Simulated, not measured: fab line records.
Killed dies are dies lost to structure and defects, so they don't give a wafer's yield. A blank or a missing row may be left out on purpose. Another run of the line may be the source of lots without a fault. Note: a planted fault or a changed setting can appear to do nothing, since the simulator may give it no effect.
2 desks looking at one fault || flow sfq-line || each desk has only its own numbers; what lay behind them comes last

THE TOOL OWNER'S DESK: litho-track-03
The tool's own readings at SFQ_TRILAYER_M7_LITHO_DEVELOP_179 (time 60 s): means of the sampled wafers that have a number, for each lot that ran on this tool. If a lot's mean is further than 4 standard deviations from the usual mean, the lot is out of limits and carries the mark OUT (the distance appears in the brackets).
Columns: A = chill-plate-temp-C at SFQ_TRILAYER_M7_LITHO_DEVELOP_179, usual 22.99 C; B = exhaust-pa at SFQ_TRILAYER_M7_LITHO_DEVELOP_179, usual 45.0 Pa
{"lot": "L219", "first seen here": "day 87 03:26", "A": 23.02, "B": 45.9}
{"lot": "L224", "first seen here": "day 90 10:28", "A": 23.09, "B": 45.1}
{"lot": "L225", "first seen here": "day 90 11:41", "A": 22.98, "B": 44.9}
Result from this desk: across the 3 lots, nothing is out of limits.

FROM THE METROLOGY DESK
What the gauges read for every lot (on any tool): the sampled wafers with a number, averaged. If a lot's mean is further than 4 standard deviations from the usual mean, the lot is out of limits and carries the mark OUT (the distance appears in the brackets).
Columns: A = M7_NB_RS at SFQ_M7_RS_MEAS_943, usual 0.925 ohm/sq; B = M7_OVL at SFQ_M7_OVL_MEAS_945, usual -3 nm
{"lot": "L205", "first seen here": "day 78 09:24", "A": 0.921, "B": -6}
{"lot": "L219", "first seen here": "day 82 23:34", "A": 0.923, "B": 10}
{"lot": "L222", "first seen here": "day 83 08:12", "A": 0.930, "B": "-"}
{"lot": "L223", "first seen here": "day 89 03:18", "A": 0.928, "B": "-"}
{"lot": "L224", "first seen here": "day 90 08:11", "A": 0.929, "B": -11}
{"lot": "L225", "first seen here": "day 90 09:25", "A": 0.937, "B": -4}
Result from this desk: across the 6 lots, nothing is out of limits.

TAKEN TOGETHER
The tool owner's desk saw nothing out of limits.
At the metrology desk, nothing out of limits was observed.

WHAT THE SIMULATOR HAD INSERTED
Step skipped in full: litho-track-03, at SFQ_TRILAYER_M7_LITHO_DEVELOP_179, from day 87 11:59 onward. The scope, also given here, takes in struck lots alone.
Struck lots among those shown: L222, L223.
